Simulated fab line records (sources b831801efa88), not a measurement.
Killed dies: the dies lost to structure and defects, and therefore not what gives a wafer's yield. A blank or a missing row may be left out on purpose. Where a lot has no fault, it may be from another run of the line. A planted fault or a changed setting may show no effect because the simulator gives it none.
Comparing a struck lot with a sound one -- flow sfqLine -- 21 steps out of a route of 325
Sound: the wafers L177.1, L177.2, L177.5. Struck: wafer L188.1; the same lot's L188.3 was not struck, so it is left out; see the end for the cause.
Per side, at each step with rows, come the tool, then ch with its chambers, and then its first start. Under that, the readings that differ: sound wafers -- struck wafers -- difference of the means -- sigmas: that difference in standard deviations of wafers without a fault.
alike: same words and numbers on both sides, and readings whose means sit less than 2 such deviations apart. not compared: any withheld reading, any reading some wafer has no value for, any bound like >300 that may hide the same value, and any number with overlapping values for which the record gives no deviation.
The two part at a step that has a row with sigmas, a row that says differs or no value, or rows on one side only. Numbers that have no deviation but don't overlap get no sigmas and don't part them. A reading missing from all wafers of one side parts the sides only when that side holds two or more wafers.

first, 2 steps without rows for these wafers: SFQ_TRILAYER_M6_LITHO_PEB_162 (peb time 60 s); SFQ_TRILAYER_M6_LITHO_DEVELOP_161 (time 60 s).
SFQ_M6_OVL_MEAS_940:
  sound: overlay-02 at day 74 06:23; struck: overlay-02 at day 83 22:02
  alike: M6_OVL
SFQ_TRILAYER_M6_BARC_OPEN_METAL_ETCH_206: etches BARC in O2, target depth 125 nm, time 41.7 s.
  sound on rieMetal-01 ch 0,1, day 74 06:25; struck on rieMetal-01 ch 1, day 83 22:04
  alike: drypumpMotorCurrentA, oesProductAu, rfFwdPowerW
  not compared: rfHoursCounterH
then, 1 step without rows for these wafers: SFQ_TRILAYER_M6_ETCH_METAL_ETCH_162 (etches Nb in Cl2/Ar, stops on SiO2, target depth 240 nm, time 120 s).
SFQ_TRILAYER_M6_STRIP_STRIP_163: strips in O2.
  sound on rieMetal-01 ch 0,1, day 74 06:36; struck on rieMetal-01 ch 1, day 83 22:15
  alike: drypumpMotorCurrentA, oesProductAu
  not compared: rfHoursCounterH
then, 2 steps without rows for these wafers: SFQ_TRILAYER_M6_STRIP_SOLV_CLEAN_164 (cleans in NMP, time 600 s); SFQ_TRILAYER_I6_DEP_PECVD_165 (deposits SiO2 from SiH4/N2O, time 111.11 s, target thk 500 nm).
SFQ_TRILAYER_I6_CMP_CMP_166: polishes SiO2.
  sound on cmp-01 ch 0,2,3, day 74 07:28; struck on cmp-01 ch 2, day 84 03:47
  alike: motorCurrentA, timeToEndpointS
SFQ_I6_BOW_MEAS_941:
  sound: filmMetro-03 at day 74 10:28; struck: filmMetro-03 at day 84 05:17
  alike: I6_BOW
then, 2 steps without rows for these wafers: SFQ_TRILAYER_I6_METRO_MEASURE_167; SFQ_TRILAYER_I6_VIA_LITHO_COAT_174 (resist thk 62 nm).
SFQ_TRILAYER_I6_VIA_LITHO_COAT_169: resist thk 650 nm.
  sound on lithoTrack-02 ch 0, day 74 12:05; struck on lithoTrack-03 ch 0, day 84 06:55
reading,sound,struck,difference,sigmas
model.KrF_of_TRILAYER_I6_VIA_LITHO_COAT_169.thkNm (nm),648.7 647.2 649.9,677.8,+29.2,
then, 4 steps without rows for these wafers: SFQ_TRILAYER_I6_VIA_LITHO_SOFTBAKE_173; SFQ_TRILAYER_I6_VIA_LITHO_EXPOSE_170 (exposes mask I6, target cd 700 nm); SFQ_TRILAYER_I6_VIA_LITHO_PEB_172 (peb time 60 s); SFQ_TRILAYER_I6_VIA_LITHO_DEVELOP_171 (time 60 s).
SFQ_I6_OVL_MEAS_942:
  sound: overlay-01 at day 78 02:32; struck: overlay-01 at day 84 08:52
  alike: I6_OVL
SFQ_TRILAYER_I6_VIA_BARC_OPEN_VIA_ETCH_235: etches BARC in O2, target depth 125 nm, time 41.7 s.
  sound on rieDiel-02 ch 1,2,3, day 78 02:35; struck on rieDiel-01 ch 0, day 84 08:53
reading,sound,struck,difference,sigmas
oesProductAu (a.u.),0.681 0.679 0.681,0.699,+0.019,+4
  alike: drypumpMotorCurrentA, rfFwdPowerW
  not compared: rfHoursCounterH
SFQ_TRILAYER_I6_VIA_ETCH_VIA_ETCH_172: etches SiO2 in CHF3, stops on Nb, target depth 260 nm.
  sound on rieDiel-02 ch 1,2,3, day 78 02:37; struck on rieDiel-01 ch 0, day 84 08:56
reading,sound,struck,difference,sigmas
model.KrF_of_TRILAYER_I6_VIA_LITHO_COAT_169.thkNm (nm),526.4 527.8 528.7,556.7,+29.1,
  alike: drypumpMotorCurrentA, oesProductAu, rfFwdPowerW
SFQ_TRILAYER_I6_VIA_STRIP_STRIP_173: strips in O2.
  sound on rieMetal-04 ch 0,1, day 78 02:44; struck on rieMetal-03 ch 0, day 84 09:03
  alike: drypumpMotorCurrentA, oesProductAu
  not compared: rfHoursCounterH

## WHERE THEY PART
Within this record, at SFQ_TRILAYER_I6_VIA_BARC_OPEN_VIA_ETCH_235 only. Later steps at which nothing parts them and some readings are alike: SFQ_TRILAYER_I6_VIA_ETCH_VIA_ETCH_172, SFQ_TRILAYER_I6_VIA_STRIP_STRIP_173.

WHY: whatever the simulator had introduced
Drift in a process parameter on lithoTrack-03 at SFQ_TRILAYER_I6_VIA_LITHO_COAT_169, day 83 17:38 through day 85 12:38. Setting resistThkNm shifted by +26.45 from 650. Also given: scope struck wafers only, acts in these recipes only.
